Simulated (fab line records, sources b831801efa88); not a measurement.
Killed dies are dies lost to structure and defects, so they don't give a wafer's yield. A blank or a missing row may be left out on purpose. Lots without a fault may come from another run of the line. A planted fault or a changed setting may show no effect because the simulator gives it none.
Which tool did it? | flow gf180mcu | 24 lots, 72 wafers sampled, at 4 steps of a route of 602

WHAT THE GAUGES READ, wafer by wafer
GF_MVSD_OVL_MEAS_07.
lot  | measured     | on         | MVSD_OVL (nm)
L074 | day 4 09:58  | overlay-02 | 0.2 -0.9 -1.9
L075 | day 4 15:52  | overlay-02 | -0.6 -0.4 0.3
L076 | day 5 01:40  | overlay-02 | -0.7 -0.9 -0.2
L077 | day 5 04:23  | overlay-02 | 0.3 1.8 1.5
L078 | day 5 11:22  | overlay-02 | 2.2 3.5 2.2
L079 | day 5 19:04  | overlay-02 | 1.2 -0.6 0.5
L080 | day 6 01:10  | overlay-01 | 0.9 -0.5 -0.5
L081 | day 6 03:55  | overlay-01 | -0.2 -1.8 0.4
L082 | day 6 09:26  | overlay-02 | -0.7 -0.5 1.8
L083 | day 6 16:01  | overlay-01 | 0.2 2.1 1.9
L084 | day 6 21:01  | overlay-01 | -0.1 0.6 -0.2
L085 | day 7 01:28  | overlay-02 | -0.3 -1.1 0.9
L086 | day 7 09:01  | overlay-02 | 2.0 0.8 0.7
L087 | day 7 13:07  | overlay-01 | 1.5 0.5 1.4
L088 | day 7 20:31  | overlay-02 | 0.5 0.1 2.1
L089 | day 8 04:13  | overlay-01 | -2.0 -1.4 -1.7
L090 | day 8 06:49  | overlay-02 | 0.5 0.9 -1.2
L091 | day 8 13:19  | overlay-01 | 0.7 1.2 0.3
L092 | day 8 21:46  | overlay-01 | -1.3 -3.0 0.0
L093 | day 9 04:40  | overlay-02 | 1.3 1.7 1.5
L094 | day 9 08:34  | overlay-02 | 0.7 -1.1 -0.7
L095 | day 9 12:43  | overlay-01 | -0.4 0.6 -0.4
L096 | day 9 20:52  | overlay-01 | 1.5 1.2 1.5
L097 | day 10 06:25 | overlay-02 | -0.6 -0.2 -0.6

GF_M1_CD_MEAS_14: target cd 230 nm.
lot  | measured     | on        | cd_nm (nm)
L074 | day 17 01:21 | cd_sem-02 | 231.8 231.6 230.5
L075 | day 17 12:04 | cd_sem-02 | 230.0 228.9 228.0
L076 | day 18 08:52 | cd_sem-02 | 228.9 228.0 228.3
L077 | day 18 11:34 | cd_sem-01 | 227.3 229.4 228.6
L078 | day 18 19:38 | cd_sem-02 | 229.5 230.2 230.6
L079 | day 19 06:49 | cd_sem-02 | 230.5 230.1 230.2
L080 | day 19 15:11 | cd_sem-01 | 228.6 228.8 229.5
L081 | day 19 23:25 | cd_sem-01 | 230.8 230.8 229.5
L082 | day 20 03:09 | cd_sem-01 | 228.3 228.3 228.2
L083 | day 20 19:14 | cd_sem-02 | 230.8 230.9 229.2
L084 | day 21 07:04 | cd_sem-01 | 228.6 229.3 228.9
L085 | day 21 05:29 | cd_sem-01 | 230.9 231.3 231.4
L086 | day 21 20:10 | cd_sem-01 | 230.8 231.5 230.5
L087 | day 22 02:49 | cd_sem-01 | 230.5 231.5 230.7
L088 | day 22 12:02 | cd_sem-02 | 229.3 230.4 230.2
L089 | day 22 20:38 | cd_sem-01 | 228.0 228.5 227.3
L090 | day 22 21:52 | cd_sem-01 | 229.3 229.3 229.8
L091 | day 23 13:59 | cd_sem-02 | 230.0 228.8 229.1
L092 | day 24 01:27 | cd_sem-02 | 229.4 230.3 229.4
L093 | day 24 13:28 | cd_sem-02 | 229.9 229.3 229.9
L094 | day 24 15:01 | cd_sem-01 | 229.9 229.7 230.3
L095 | day 24 17:56 | cd_sem-02 | 229.9 229.8 228.0
L096 | day 25 07:47 | cd_sem-01 | 230.5 231.3 230.0
L097 | day 25 17:17 | cd_sem-01 | 228.0 227.7 228.3

WHICH TOOL RAN EACH LOT (tool, then ch and the chambers of the sampled wafers, then the start)
lot  | GF_POLY_GATE_STRIP_14                | GF_M1_SPUTTER_04
L074 | plasma_asher-02 ch 0,1, day 9 04:50  | pvd_sputter-04, day 16 02:41
L075 | plasma_asher-01 ch 0,1, day 9 11:40  | pvd_sputter-04, day 16 12:59
L076 | plasma_asher-04 ch 0,1, day 10 02:16 | pvd_sputter-02, day 17 08:46
L077 | plasma_asher-01 ch 0,1, day 10 05:18 | pvd_sputter-04, day 17 11:20
L078 | plasma_asher-04 ch 0,1, day 10 11:22 | pvd_sputter-01, day 17 19:56
L079 | plasma_asher-02 ch 0,1, day 10 20:29 | pvd_sputter-01, day 18 06:22
L080 | plasma_asher-02 ch 0,1, day 11 04:32 | pvd_sputter-01, day 18 14:53
L081 | plasma_asher-01 ch 0,1, day 11 08:41 | pvd_sputter-01, day 18 22:50
L082 | plasma_asher-02 ch 0,1, day 11 13:25 | pvd_sputter-04, day 19 03:08
L083 | plasma_asher-01 ch 0,1, day 12 00:11 | pvd_sputter-04, day 19 19:28
L084 | plasma_asher-01 ch 0,1, day 12 06:52 | pvd_sputter-01, day 20 07:11
L085 | plasma_asher-01 ch 0,1, day 12 10:01 | pvd_sputter-01, day 20 05:34
L086 | plasma_asher-04 ch 0,1, day 12 20:16 | pvd_sputter-04, day 20 20:11
L087 | plasma_asher-02 ch 0,1, day 13 02:34 | pvd_sputter-02, day 21 03:07
L088 | plasma_asher-04 ch 1, day 13 12:10   | pvd_sputter-01, day 21 12:14
L089 | plasma_asher-01 ch 0,1, day 13 21:32 | pvd_sputter-01, day 21 21:48
L090 | plasma_asher-04 ch 0,1, day 13 23:19 | pvd_sputter-02, day 21 22:17
L091 | plasma_asher-01 ch 0,1, day 14 08:49 | pvd_sputter-02, day 22 15:01
L092 | plasma_asher-04 ch 0,1, day 14 19:04 | pvd_sputter-01, day 23 03:08
L093 | plasma_asher-02 ch 0,1, day 15 04:25 | pvd_sputter-02, day 23 14:38
L094 | plasma_asher-04 ch 0,1, day 15 08:07 | pvd_sputter-04, day 23 16:24
L095 | plasma_asher-02 ch 1, day 15 13:14   | pvd_sputter-01, day 23 19:57
L096 | plasma_asher-04 ch 0,1, day 16 03:25 | pvd_sputter-01, day 24 09:44
L097 | plasma_asher-04 ch 0,1, day 16 13:11 | pvd_sputter-01, day 24 19:53
- GF_POLY_GATE_STRIP_14: strips in O2/N2.
- GF_M1_SPUTTER_04: material TiN, target thk 50 nm, time 41.7 s.

WHAT THE TOOLS THEMSELVES READ (means of the sampled wafers that have a number; where no wafer has one, the mark that the record gives instead)
GF_POLY_GATE_STRIP_14.
lot  | tool            | drypump_motor_current_A (A) | heater_power_w (W) | oes_product_au (a.u.)
L074 | plasma_asher-02 | 5.27                        | 299                | 0.506
L075 | plasma_asher-01 | 5.54                        | 345                | 0.506
L076 | plasma_asher-04 | 5.47                        | 354                | 0.501
L077 | plasma_asher-01 | 5.43                        | 339                | 0.504
L078 | plasma_asher-04 | 5.26                        | 407                | 0.507
L079 | plasma_asher-02 | 5.24                        | 298                | 0.504
L080 | plasma_asher-02 | 5.31                        | 307                | 0.502
L081 | plasma_asher-01 | 5.42                        | 332                | 0.508
L082 | plasma_asher-02 | 5.32                        | 310                | 0.507
L083 | plasma_asher-01 | 5.52                        | 336                | 0.504
L084 | plasma_asher-01 | 5.39                        | 338                | 0.506
L085 | plasma_asher-01 | 5.38                        | 337                | 0.503
L086 | plasma_asher-04 | 5.27                        | 412                | 0.503
L087 | plasma_asher-02 | 5.26                        | 299                | 0.508
L088 | plasma_asher-04 | 5.10                        | 455                | 0.505
L089 | plasma_asher-01 | 5.38                        | 336                | 0.506
L090 | plasma_asher-04 | 5.45                        | 362                | 0.504
L091 | plasma_asher-01 | 5.54                        | 343                | 0.507
L092 | plasma_asher-04 | 5.46                        | 368                | 0.509
L093 | plasma_asher-02 | 5.27                        | 299                | 0.507
L094 | plasma_asher-04 | 5.45                        | 360                | 0.504
L095 | plasma_asher-02 | 5.20                        | 290                | 0.503
L096 | plasma_asher-04 | 5.26                        | 410                | 0.506
L097 | plasma_asher-04 | 5.47                        | 359                | 0.504

GF_M1_SPUTTER_04.
lot  | tool           | throttle_valve_pct (%)
L074 | pvd_sputter-04 | 30.6
L075 | pvd_sputter-04 | 30.3
L076 | pvd_sputter-02 | 31.6
L077 | pvd_sputter-04 | 30.7
L078 | pvd_sputter-01 | 30.9
L079 | pvd_sputter-01 | 30.6
L080 | pvd_sputter-01 | 30.9
L081 | pvd_sputter-01 | 31.3
L082 | pvd_sputter-04 | 30.5
L083 | pvd_sputter-04 | 30.6
L084 | pvd_sputter-01 | 30.8
L085 | pvd_sputter-01 | 31.0
L086 | pvd_sputter-04 | 30.3
L087 | pvd_sputter-02 | 31.9
L088 | pvd_sputter-01 | 30.7
L089 | pvd_sputter-01 | 30.6
L090 | pvd_sputter-02 | 31.9
L091 | pvd_sputter-02 | 31.9
L092 | pvd_sputter-01 | 30.8
L093 | pvd_sputter-02 | 31.6
L094 | pvd_sputter-04 | 30.4
L095 | pvd_sputter-01 | 30.5
L096 | pvd_sputter-01 | 30.7
L097 | pvd_sputter-01 | 31.2

THE ANSWER, worked out from the rows above alone
Rule: what is usual is taken from the lots themselves. Put in order of their means at a reading, lots are off if they are a third of the lots or fewer, leave a main group of 4 or more, and stand apart from it by a gap of 3 or more times the standard deviation of the main group's means; of several such gaps the widest counts. A main group whose means are all the same, to the digits that the tables above print for the reading, isn't used. A lot without any number at a reading at which 4 lots or more have one is off too. The other lots that the step has rows for count as sound. The gauges are gone through in route order, then the tools' own readings, and for those a lot's mean is taken as printed above. The first step at which some lot is off is used, and at that step the reading that is off furthest; a lot without a number counts as furthest.
No lot is off at any reading shown: from this, nothing can be told.

WHAT THE SIMULATOR HAD PUT IN
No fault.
